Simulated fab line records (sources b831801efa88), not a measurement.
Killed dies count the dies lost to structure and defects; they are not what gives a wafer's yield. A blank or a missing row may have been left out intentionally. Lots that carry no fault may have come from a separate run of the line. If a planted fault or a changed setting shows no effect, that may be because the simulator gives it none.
fab line records + flow sky130
record:
- lots: 11
- wafers: 32
- last_day: 51
route steps=708 shown METAL1@434 VIA1@479 PAD_OPEN@708
lots that met no fault: taken from a fault-free run of the same line
start_h: hours from the record's first day to the start of the lot's first wafer shown + wait_h: time in hours since the lot's previous step + " repeats the value in the row above + L1.1+2: several wafers, shown together as one row + - no value, or no start was given + * or withheld: withheld + < > ~ a bound
route shown NAME@n: names a module that has steps shown in the file, with the first one's number in the route + usual: mean and standard deviation over wafers with no fault + same: alike in all rows + chamber/n: place in a boat + sites: each site's reading + _std_site: their standard deviation + _edge_site: mean of outer sites minus mean of inner sites + radius_mm: for every site, how far away it sits from the centre of the wafer + mask NAME#n: copy n + behind: tool/chamber where the wafer was last shaped + hold: why the lot went on hold/how many hours it stayed there/how the hold came to an end + device: the n, p or np transistor that did not switch + end of line: tests run on the same wafers once the route is complete + a step given without rows: its recipe and nothing more + killed: dies that structure and defects cost at the first sort, which is not the same as the wafer's yield + map: the dies of a wafer, with x for killed, . for not killed, _ for no die there
set.NAME: the setting as run; set.NAME@STEP: as run at that earlier step + model.NAME: the simulator's own value behind a step, which no gauge read
one table for each step of the route and one row for each wafer, over a sample of lots
services: when a tool's chamber went out of use (start_h, in hours from the record's first day, below 0 if earlier), for how many hours, and the reason
== steps ==
step: SKY_METAL1_SPUTTER_00
recipe:
- material: Ti
- target_thk_nm: 15
- power_w: 3000
- time_s: 10
- chamber_pressure_pa: 0.4
usual:
- throttle_valve_pct: 29.7/1.2
same:
- time_s: 10
| lot.wafer | tool           | chamber | start_h | wait_h | throttle_valve_pct |
|-----------|----------------|---------|---------|--------|--------------------|
| L570.1    | pvd_sputter-04 | -       | 772.03  | 0.2    | 28.8               |
| L570.3    | "              | -       | "       | "      | 30.1               |
| L570.6    | "              | -       | "       | "      | 28.7               |
| L572.3    | pvd_sputter-01 | -       | 783.26  | 0.2    | 31.0               |
| L572.4    | "              | -       | "       | "      | 31.4               |
| L572.5    | "              | -       | "       | "      | 31.0               |
| L581.4    | pvd_sputter-03 | -       | 865.73  | 0.1    | 29.8               |
| L581.6    | "              | -       | "       | "      | 28.2               |
| L582.1    | pvd_sputter-03 | -       | 870.47  | 0.2    | 27.9               |
| L582.2    | "              | -       | "       | "      | 29.7               |
| L582.5    | "              | -       | "       | "      | 29.8               |
| L585.1    | pvd_sputter-04 | -       | 899.40  | 0.2    | 30.6               |
| L585.3    | "              | -       | "       | "      | 29.9               |
| L585.6    | "              | -       | "       | "      | 30.4               |
| L588.1    | pvd_sputter-04 | -       | 907.25  | 0.2    | 28.6               |
| L588.3    | "              | -       | "       | "      | 29.7               |
| L588.6    | "              | -       | "       | "      | 28.5               |
| L587.2    | pvd_sputter-01 | -       | 909.80  | 0.2    | 31.2               |
| L587.3    | "              | -       | "       | "      | 31.5               |
| L587.4    | "              | -       | "       | "      | 31.4               |
| L589.1    | pvd_sputter-01 | -       | 919.39  | 0.1    | 31.1               |
| L589.2    | "              | -       | "       | "      | 31.8               |
| L589.6    | "              | -       | "       | "      | 31.4               |
| L591.4    | pvd_sputter-04 | -       | 926.90  | 0.2    | 28.8               |
| L591.5    | "              | -       | "       | "      | 28.3               |
| L591.6    | "              | -       | "       | "      | 29.8               |
| L592.1    | pvd_sputter-03 | -       | 929.18  | 0.2    | 27.9               |
| L592.2    | "              | -       | "       | "      | 28.1               |
| L592.5    | "              | -       | "       | "      | 27.8               |
| L593.2    | pvd_sputter-03 | -       | 935.13  | 0.1    | 29.9               |
| L593.3    | "              | -       | "       | "      | 28.0               |
| L593.5    | "              | -       | "       | "      | 28.0               |
step: SKY_METAL1_CD_MEAS_15
recipe:
- target_cd_nm: 140
usual:
- cd_nm: 139.8/1.5
| lot.wafer | tool      | chamber | start_h | wait_h | cd_nm |
|-----------|-----------|---------|---------|--------|-------|
| L570.1    | cd_sem-01 | -       | 800.30  | -      | 141.1 |
| L570.3    | "         | -       | "       | "      | 141.2 |
| L570.6    | "         | -       | "       | "      | 140.9 |
| L572.3    | cd_sem-01 | -       | 811.04  | -      | 139.0 |
| L572.4    | "         | -       | "       | "      | 140.0 |
| L572.5    | "         | -       | "       | "      | 140.5 |
| L581.4    | cd_sem-02 | -       | 892.11  | -      | 139.6 |
| L581.6    | "         | -       | "       | "      | 140.1 |
| L582.1    | cd_sem-01 | -       | 897.10  | -      | 138.9 |
| L582.2    | "         | -       | "       | "      | 139.2 |
| L582.5    | "         | -       | "       | "      | 140.5 |
| L585.1    | cd_sem-01 | -       | 925.55  | -      | 137.7 |
| L585.3    | "         | -       | "       | "      | 138.7 |
| L585.6    | "         | -       | "       | "      | 138.4 |
| L588.1    | cd_sem-01 | -       | 932.94  | -      | 139.4 |
| L588.3    | "         | -       | "       | "      | 139.4 |
| L588.6    | "         | -       | "       | "      | 139.6 |
| L587.2    | cd_sem-01 | -       | 935.47  | -      | 138.9 |
| L587.3    | "         | -       | "       | "      | 139.7 |
| L587.4    | "         | -       | "       | "      | 137.1 |
| L589.1    | cd_sem-01 | -       | 945.10  | -      | 138.5 |
| L589.2    | "         | -       | "       | "      | 138.8 |
| L589.6    | "         | -       | "       | "      | 139.1 |
| L591.4    | cd_sem-01 | -       | 952.04  | -      | 138.8 |
| L591.5    | "         | -       | "       | "      | 138.9 |
| L591.6    | "         | -       | "       | "      | 140.7 |
| L592.1    | cd_sem-01 | -       | 954.40  | -      | 138.1 |
| L592.2    | "         | -       | "       | "      | 138.6 |
| L592.5    | "         | -       | "       | "      | 140.1 |
| L593.2    | cd_sem-01 | -       | 960.07  | -      | 138.7 |
| L593.3    | "         | -       | "       | "      | 139.7 |
| L593.5    | "         | -       | "       | "      | 138.8 |
step: SKY_METAL1_DESCUM_17
recipe:
- chemistry: O2
- source_power_w: 150
- bias_power_w: 0
- pressure_mtorr: 10
- temp_c: 40
- time_s: 8
usual:
- chamber_pressure_mTorr: 9.998/0.0099
- drypump_motor_current_A: 5.6/0.47
- oes_product_au: 1.003/0.0082
same:
- bias_power_w: 0
- time_s: 8
| lot.wafer | tool         | chamber | start_h | wait_h | chamber_pressure_mTorr | drypump_motor_current_A | oes_product_au | rf_hours_counter_h |
|-----------|--------------|---------|---------|--------|------------------------|-------------------------|----------------|--------------------|
| L570.1    | rie_metal-02 | 0       | 800.46  | 0.0    | 9.990                  | 6.1                     | 0.985          | 14                 |
| L570.3    | "            | 0       | "       | "      | 9.990                  | 6.1                     | 1.006          | -                  |
| L570.6    | "            | 1       | "       | "      | 9.994                  | 5.6                     | 0.988          | -                  |
| L572.3    | rie_metal-02 | 0       | 811.17  | 0.0    | 9.995                  | 6.1                     | 1.010          | -                  |
| L572.4    | "            | 1       | "       | "      | 9.975                  | 5.6                     | 0.997          | -                  |
| L572.5    | "            | 0       | "       | "      | 10.005                 | 6.1                     | 1.005          | -                  |
| L581.4    | rie_metal-01 | 1       | 892.24  | 0.0    | 9.992                  | 5.4                     | 1.001          | -                  |
| L581.6    | "            | 1       | "       | "      | 10.004                 | 5.3                     | 0.995          | -                  |
| L582.1    | rie_metal-03 | 0       | 897.26  | 0.0    | 10.014                 | 5.8                     | 1.002          | 17                 |
| L582.2    | "            | 1       | "       | "      | 9.995                  | 4.6                     | 1.007          | 14                 |
| L582.5    | "            | 1       | "       | "      | 9.990                  | 4.6                     | 1.005          | -                  |
| L585.1    | rie_metal-02 | 1       | 925.71  | 0.0    | 10.015                 | 5.6                     | 1.002          | 8                  |
| L585.3    | "            | 1       | "       | "      | 9.985                  | 5.6                     | 1.009          | -                  |
| L585.6    | "            | 1       | "       | "      | 10.013                 | 5.6                     | 0.998          | -                  |
| L588.1    | rie_metal-03 | 1       | 933.09  | 0.0    | 9.989                  | 4.7                     | 1.006          | 15                 |
| L588.3    | "            | 0       | "       | "      | 10.001                 | 5.8                     | 1.007          | -                  |
| L588.6    | "            | 1       | "       | "      | 9.998                  | 4.7                     | 1.014          | -                  |
| L587.2    | rie_metal-02 | 1       | 935.60  | 0.0    | 9.993                  | 5.6                     | 0.988          | 8                  |
| L587.3    | "            | 0       | "       | "      | 9.995                  | 6.1                     | 0.998          | -                  |
| L587.4    | "            | 1       | "       | "      | 10.001                 | 5.6                     | 0.992          | -                  |
| L589.1    | rie_metal-01 | 1       | 945.26  | 0.0    | 9.995                  | 5.3                     | 1.002          | 15                 |
| L589.2    | "            | 0       | "       | "      | 9.989                  | 6.1                     | 1.005          | 1                  |
| L589.6    | "            | 1       | "       | "      | 9.999                  | 5.3                     | 0.999          | -                  |
| L591.4    | rie_metal-02 | 1       | 952.15  | 0.0    | 9.992                  | 5.6                     | 1.005          | -                  |
| L591.5    | "            | 0       | "       | "      | 9.991                  | 6.1                     | 1.009          | -                  |
| L591.6    | "            | 1       | "       | "      | 10.011                 | 5.6                     | 1.008          | -                  |
| L592.1    | rie_metal-03 | 1       | 954.56  | 0.0    | 9.986                  | 4.6                     | 1.012          | 17                 |
| L592.2    | "            | 0       | "       | "      | 9.996                  | 5.8                     | 0.993          | 19                 |
| L592.5    | "            | 0       | "       | "      | 10.003                 | 5.8                     | 0.991          | -                  |
| L593.2    | rie_metal-02 | 1       | 960.20  | 0.0    | 10.009                 | 5.6                     | 0.993          | 9                  |
| L593.3    | "            | 0       | "       | "      | 9.995                  | 6.1                     | 0.997          | -                  |
| L593.5    | "            | 0       | "       | "      | 9.991                  | 6.2                     | 0.995          | -                  |
step: SKY_VIA1_CVD_21
recipe:
- material: W
- target_thk_nm: 270
- time_s: 80.902
- temp_c: 400
- pressure_torr: 40
usual:
- heater_power_w: 906/86
| lot.wafer | tool     | chamber | start_h | wait_h | heater_power_w |
|-----------|----------|---------|---------|--------|----------------|
| L570.1    | cvd_w-01 | 1       | 828.64  | 0.0    | 895            |
| L570.3    | "        | 0       | "       | "      | 998            |
| L570.6    | "        | 0       | "       | "      | 993            |
| L572.3    | cvd_w-02 | 0       | 839.84  | 0.1    | 834            |
| L572.4    | "        | 1       | "       | "      | 961            |
| L572.5    | "        | 0       | "       | "      | 843            |
| L581.4    | cvd_w-01 | 1       | 920.41  | 0.1    | 901            |
| L581.6    | "        | 0       | "       | "      | 1015           |
| L582.1    | cvd_w-02 | 0       | 924.97  | 0.0    | 733            |
| L582.2    | "        | 1       | "       | "      | 910            |
| L582.5    | "        | 1       | "       | "      | 921            |
| L585.1    | cvd_w-02 | 1       | 953.23  | 0.0    | 887            |
| L585.3    | "        | 0       | "       | "      | 743            |
| L585.6    | "        | 1       | "       | "      | 892            |
| L588.1    | cvd_w-02 | 1       | 959.45  | 0.0    | 896            |
| L588.3    | "        | 0       | "       | "      | 750            |
| L588.6    | "        | 1       | "       | "      | 888            |
| L587.2    | cvd_w-02 | 1       | 962.63  | 0.0    | 866            |
| L587.3    | "        | 0       | "       | "      | 736            |
| L587.4    | "        | 1       | "       | "      | 878            |
| L589.1    | cvd_w-02 | 0       | 972.31  | 0.0    | 732            |
| L589.2    | "        | 1       | "       | "      | 923            |
| L589.6    | "        | 1       | "       | "      | 897            |
| L591.4    | cvd_w-02 | 1       | 978.98  | 0.1    | 889            |
| L591.5    | "        | 0       | "       | "      | 764            |
| L591.6    | "        | 1       | "       | "      | 900            |
| L592.1    | cvd_w-02 | 1       | 981.01  | 0.0    | 910            |
| L592.2    | "        | 0       | "       | "      | 743            |
| L592.5    | "        | 0       | "       | "      | 739            |
| L593.2    | cvd_w-01 | 0       | 986.47  | 0.1    | 983            |
| L593.3    | "        | 0       | "       | "      | 970            |
| L593.5    | "        | 0       | "       | "      | 982            |
step: SKY_VIA1_RS_MEAS_22
recipe:
- thk_meas_gauge: four-point-probe
- reads: W_of_VIA1_CVD_21+TiN_of_VIA1_SPUTTER_20
usual:
- VIA1_W_RS: 0.430/0.0046
| lot.wafer | tool          | chamber | start_h | wait_h | VIA1_W_RS[ohm/sq] |
|-----------|---------------|---------|---------|--------|-------------------|
| L570.1    | film_metro-03 | -       | 828.73  | 0.1    | 0.429             |
| L570.3    | "             | -       | "       | "      | 0.426             |
| L570.6    | "             | -       | "       | "      | 0.423             |
| L572.3    | film_metro-02 | -       | 839.94  | 0.1    | 0.426             |
| L572.4    | "             | -       | "       | "      | 0.433             |
| L572.5    | "             | -       | "       | "      | 0.430             |
| L581.4    | film_metro-03 | -       | 920.53  | 0.1    | 0.471             |
| L581.6    | "             | -       | "       | "      | 0.432             |
| L582.1    | film_metro-01 | -       | 925.06  | 0.1    | 0.430             |
| L582.2    | "             | -       | "       | "      | 0.426             |
| L582.5    | "             | -       | "       | "      | 0.431             |
| L585.1    | film_metro-02 | -       | 953.32  | 0.1    | 0.430             |
| L585.3    | "             | -       | "       | "      | 0.433             |
| L585.6    | "             | -       | "       | "      | 0.437             |
| L588.1    | film_metro-03 | -       | 959.54  | 0.1    | 0.432             |
| L588.3    | "             | -       | "       | "      | 0.424             |
| L588.6    | "             | -       | "       | "      | 0.431             |
| L587.2    | film_metro-03 | -       | 962.74  | 0.1    | 0.429             |
| L587.3    | "             | -       | "       | "      | 0.422             |
| L587.4    | "             | -       | "       | "      | 0.423             |
| L589.1    | film_metro-02 | -       | 972.40  | 0.1    | 0.427             |
| L589.2    | "             | -       | "       | "      | 0.427             |
| L589.6    | "             | -       | "       | "      | 0.430             |
| L591.4    | film_metro-01 | -       | 979.10  | 0.1    | 0.428             |
| L591.5    | "             | -       | "       | "      | 0.431             |
| L591.6    | "             | -       | "       | "      | 0.430             |
| L592.1    | film_metro-03 | -       | 981.10  | 0.1    | 0.437             |
| L592.2    | "             | -       | "       | "      | 0.424             |
| L592.5    | "             | -       | "       | "      | 0.422             |
| L593.2    | film_metro-01 | -       | 986.64  | 0.1    | 0.435             |
| L593.3    | "             | -       | "       | "      | 0.427             |
| L593.5    | "             | -       | "       | "      | 0.433             |
step: SKY_VIA1_THK_MEAS_23
recipe:
- thk_meas_gauge: xrf
- reads: W_of_VIA1_CVD_21
usual:
- VIA1_W_THK: 273/3.2
| lot.wafer | tool          | chamber | start_h | wait_h | VIA1_W_THK[nm] |
|-----------|---------------|---------|---------|--------|----------------|
| L570.1    | film_metro-03 | -       | 828.85  | 0.1    | 272            |
| L570.3    | "             | -       | "       | "      | 276            |
| L570.6    | "             | -       | "       | "      | 276            |
| L572.3    | film_metro-02 | -       | 840.04  | 0.1    | 277            |
| L572.4    | "             | -       | "       | "      | 274            |
| L572.5    | "             | -       | "       | "      | 273            |
| L581.4    | film_metro-03 | -       | 920.62  | 0.1    | 248            |
| L581.6    | "             | -       | "       | "      | 270            |
| L582.1    | film_metro-01 | -       | 925.18  | 0.1    | 275            |
| L582.2    | "             | -       | "       | "      | 280            |
| L582.5    | "             | -       | "       | "      | 275            |
| L585.1    | film_metro-02 | -       | 953.44  | 0.1    | 272            |
| L585.3    | "             | -       | "       | "      | 272            |
| L585.6    | "             | -       | "       | "      | 270            |
| L588.1    | film_metro-03 | -       | 959.66  | 0.1    | 271            |
| L588.3    | "             | -       | "       | "      | 278            |
| L588.6    | "             | -       | "       | "      | 272            |
| L587.2    | film_metro-03 | -       | 962.85  | 0.1    | 272            |
| L587.3    | "             | -       | "       | "      | 276            |
| L587.4    | "             | -       | "       | "      | 274            |
| L589.1    | film_metro-02 | -       | 972.52  | 0.1    | 275            |
| L589.2    | "             | -       | "       | "      | 276            |
| L589.6    | "             | -       | "       | "      | 274            |
| L591.4    | film_metro-01 | -       | 979.19  | 0.1    | 276            |
| L591.5    | "             | -       | "       | "      | 274            |
| L591.6    | "             | -       | "       | "      | 277            |
| L592.1    | film_metro-03 | -       | 981.22  | 0.1    | 267            |
| L592.2    | "             | -       | "       | "      | 277            |
| L592.5    | "             | -       | "       | "      | 277            |
| L593.2    | film_metro-01 | -       | 986.75  | 0.1    | 275            |
| L593.3    | "             | -       | "       | "      | 278            |
| L593.5    | "             | -       | "       | "      | 274            |
step: SKY_PAD_OPEN_PROBE_99
usual:
- defect_limited_yield: 82.6/1.7
- killed_at_M0_to_M3: 43/7
- killed_at_M4_up: 3.1/1.5
- killed_at_contacts: 23/4.9
- killed_at_front_end: 16/3.9
- killed_at_other: 0.3/0.52
- killed_dies: 86/8.2
- killed_open: 47/6.1
- killed_short: 38/5.8
- sort_bin_3_pad_short: 0.8/0.41
- sort_bin_5_function: 10.2/1.3
- sort_bin_6_memory: 6.4/1.1
- sort_n_pass: 406/8.2
- sort_yield_pct: 82.6/1.7
same:
- gross_dies: 492
- killed_at_back_side: 0
- sort_bin_4_leakage[%]: 0
- sort_bin_8_speed[%]: 0
| lot.wafer | tool      | chamber | start_h | wait_h | defect_limited_yield[%] | killed_at_M0_to_M3 | killed_at_M4_up | killed_at_contacts | killed_at_front_end | killed_at_other | killed_dies | killed_open | killed_short | sort_bin_3_pad_short[%] | sort_bin_5_function[%] | sort_bin_6_memory[%] | sort_n_pass | sort_yield_pct[%] |
|-----------|-----------|---------|---------|--------|-------------------------|--------------------|-----------------|--------------------|---------------------|-----------------|-------------|-------------|--------------|-------------------------|------------------------|----------------------|-------------|-------------------|
| L581.4    | prober-02 | -       | 1180.82 | 0.2    | 80.1                    | 60                 | 3               | 18                 | 16                  | 1               | 98          | 57          | 41           | 1.0                     | 12.0                   | 6.9                  | 394         | 80.1              |
| L581.6    | prober-02 | -       | 1180.92 | 0.2    | 82.3                    | 41                 | 4               | 21                 | 20                  | 1               | 87          | 45          | 42           | 0.4                     | 10.0                   | 7.3                  | 405         | 82.3              |
| L582.1    | prober-01 | -       | 1185.72 | 0.1    | 81.9                    | 46                 | 3               | 26                 | 13                  | 1               | 89          | 49          | 40           | 0.2                     | 11.2                   | 6.7                  | 403         | 81.9              |
| L582.2    | prober-01 | -       | 1185.77 | 0.1    | 82.7                    | 43                 | 3               | 22                 | 17                  | 0               | 85          | 43          | 42           | 1.4                     | 10.0                   | 5.9                  | 407         | 82.7              |
| L582.5    | prober-01 | -       | 1185.92 | 0.2    | 82.7                    | 48                 | 3               | 22                 | 12                  | 0               | 85          | 43          | 42           | 1.0                     | 9.8                    | 6.5                  | 407         | 82.7              |
| L585.1    | prober-02 | -       | 1205.26 | 0.1    | 79.3                    | 58                 | 2               | 23                 | 19                  | 0               | 102         | 64          | 37           | 0.6                     | 11.0                   | 9.1                  | 390         | 79.3              |
| L585.3    | prober-02 | -       | 1205.36 | 0.2    | 84.6                    | 30                 | 4               | 32                 | 10                  | 0               | 76          | 49          | 25           | 1.0                     | 8.7                    | 5.7                  | 416         | 84.6              |
| L585.6    | prober-02 | -       | 1205.51 | 0.2    | 81.1                    | 48                 | 5               | 20                 | 18                  | 2               | 93          | 48          | 44           | 1.0                     | 10.6                   | 7.3                  | 399         | 81.1              |
| L593.2    | prober-02 | -       | 1225.46 | 0.1    | 85.8                    | 40                 | 4               | 16                 | 9                   | 1               | 70          | 38          | 32           | 0.2                     | 8.3                    | 5.7                  | 422         | 85.8              |
| L593.3    | prober-02 | -       | 1225.51 | 0.2    | 79.5                    | 47                 | 1               | 30                 | 23                  | 0               | 101         | 53          | 48           | 0.8                     | 13.2                   | 6.5                  | 391         | 79.5              |
| L593.5    | prober-02 | -       | 1225.61 | 0.2    | 83.3                    | 43                 | 5               | 19                 | 15                  | 0               | 82          | 40          | 42           | 0.4                     | 9.8                    | 6.5                  | 410         | 83.3              |
killed by level:class
L581.4 VIA1:geometric_particle:open=16 VIA3:geometric_particle:open=10 CONTACT:geometric_particle:open=8 VIA2:geometric_particle:open=7 METAL2:geometric_particle:short=6 VIA2:geometric_particle:short=5 LOCAL_INTERCONNECT:geometric_particle:short=4 LI_CONTACT:geometric_particle:open=4
L581.6 VIA2:geometric_particle:open=9 FIELD_ISO:geometric_particle:short=8 CONTACT:geometric_particle:open=8 VIA1:geometric_particle:open=7 VIA1:geometric_particle:short=6 VIA3:geometric_particle:open=6 CONTACT:geometric_particle:short=5 FIELD_ISO:geometric_particle:open=4
L582.1 VIA3:geometric_particle:open=13 VIA1:geometric_particle:open=9 LI_CONTACT:geometric_particle:open=8 CONTACT:geometric_particle:open=7 POLY_GATE:geometric_particle:short=6 METAL1:geometric_particle:short=5 FIELD_ISO:geometric_particle:short=4 CONTACT:geometric_particle:short=4
L582.2 CONTACT:geometric_particle:open=11 VIA2:geometric_particle:open=10 VIA1:geometric_particle:open=8 POLY_GATE:geometric_particle:short=6 VIA1:geometric_particle:short=6 LOCAL_INTERCONNECT:geometric_particle:short=5 FIELD_ISO:geometric_particle:short=4 METAL1:geometric_particle:short=4
L582.5 CONTACT:geometric_particle:open=16 VIA1:geometric_particle:short=11 VIA1:geometric_particle:open=7 VIA2:geometric_particle:open=6 VIA3:geometric_particle:open=5 VIA3:geometric_particle:short=5 POLY_GATE:geometric_particle:short=4 LI_CONTACT:geometric_particle:short=3
L585.1 VIA2:geometric_particle:open=10 VIA1:geometric_particle:open=10 METAL1:geometric_particle:short=8 FIELD_ISO:geometric_particle:open=7 LI_CONTACT:geometric_particle:open=7 CONTACT:geometric_particle:open=7 CONTACT:geometric_particle:short=6 VIA3:geometric_particle:open=6
L585.3 CONTACT:geometric_particle:open=12 VIA1:geometric_particle:open=10 LI_CONTACT:geometric_particle:open=10 LOCAL_INTERCONNECT:geometric_particle:short=5 METAL1:geometric_particle:short=5 FIELD_ISO:geometric_particle:open=4 METAL2:geometric_particle:short=4 VIA3:geometric_particle:open=4
L585.6 CONTACT:geometric_particle:open=9 VIA1:geometric_particle:open=9 VIA3:geometric_particle:open=7 POLY_GATE:geometric_particle:short=7 VIA2:geometric_particle:open=7 METAL1:geometric_particle:short=5 METAL2:geometric_particle:short=5 FIELD_ISO:geometric_particle:short=4
L593.2 VIA1:geometric_particle:open=10 VIA2:geometric_particle:open=8 CONTACT:geometric_particle:open=6 FIELD_ISO:geometric_particle:short=5 METAL1:geometric_particle:short=5 VIA3:geometric_particle:open=5 METAL4:geometric_particle:short=4 VIA1:geometric_particle:short=4
L593.3 CONTACT:geometric_particle:open=12 VIA2:geometric_particle:open=11 METAL1:geometric_particle:short=8 VIA1:geometric_particle:open=8 FIELD_ISO:geometric_particle:open=7 POLY_GATE:geometric_particle:short=6 LOCAL_INTERCONNECT:geometric_particle:short=6 CONTACT:geometric_particle:short=6
L593.5 VIA2:geometric_particle:open=9 VIA1:geometric_particle:open=7 FIELD_ISO:geometric_particle:open=6 VIA1:geometric_particle:short=6 VIA3:geometric_particle:short=5 CONTACT:geometric_particle:open=5 LOCAL_INTERCONNECT:geometric_particle:short=4 POLY_GATE:geometric_particle:short=4
== services ==
| tool           | chamber | start_h | hours | kind       |
|----------------|---------|---------|-------|------------|
| pvd_sputter-01 | -       | 752.03  | 0.8   | repair     |
| pvd_sputter-01 | -       | 754.70  | 7.4   | repair     |
| rie_metal-03   | 0       | 756.70  | 1.1   | repair     |
| rie_metal-03   | 1       | 760.46  | 7.8   | repair     |
| cvd_w-01       | 1       | 762.10  | 5.0   | repair     |
| cvd_w-01       | -       | 808.95  | 1.7   | repair     |
| pvd_sputter-04 | -       | 823.17  | 5.8   | repair     |
| cvd_w-02       | -       | 826.55  | 6.9   | pm         |
| cvd_w-01       | -       | 836.23  | 2.8   | pm         |
| rie_metal-01   | 0       | 856.64  | 13.8  | repair     |
| cvd_w-02       | -       | 859.63  | 0.8   | repair     |
| pvd_sputter-03 | -       | 868.93  | 1.1   | repair     |
| rie_metal-01   | 0       | 874.16  | 21.6  | repair     |
| cvd_w-02       | -       | 904.00  | 14.0  | pm         |
| cvd_w-02       | 0       | 904.00  | 14.0  | vent_cycle |
| cvd_w-02       | 1       | 904.00  | 14.0  | vent_cycle |
| cvd_w-01       | 1       | 904.66  | 3.4   | repair     |
| rie_metal-01   | -       | 905.16  | 0.8   | repair     |
| cvd_w-02       | 0       | 918.00  | -     | clean      |
| cvd_w-02       | 1       | 918.00  | -     | clean      |
| rie_metal-02   | 0       | 925.63  | 8.6   | repair     |
| rie_metal-03   | 1       | 979.39  | 12.3  | repair     |
| cvd_w-01       | 1       | 980.40  | 10.8  | repair     |
| rie_metal-01   | -       | 980.78  | 15.6  | pm         |
== key ==
first_sign:
- step: SKY_VIA1_RS_MEAS_22
- reading: VIA1_W_RS
- direction: up
- sigmas: 9
- usual: 0.430
- struck: 0.471
effect:
- step: SKY_VIA1_THK_MEAS_23
- reading: VIA1_W_THK
- direction: down
- sigmas: 7.8
- usual: 273
- struck: 248
met_at SKY_VIA1_CVD_21
struck_lots L581
struck_wafers L581.4
not_acting_at SKY_METAL1_SPUTTER_00,SKY_METAL1_CD_MEAS_15,SKY_METAL1_DESCUM_17
onset_between 828.64 920.41
fault:
- kind: process_parameter_drift
- tool: cvd_w-01
- chamber: -
- onset_h: 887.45
- steps: SKY_VIA1_CVD_21
- channel: target_thk_nm
- offset: -24.414
- shape: step
- end_h: 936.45
- scope: struck_wafers_only
- acts_in: these_recipes_only
- stated: 270
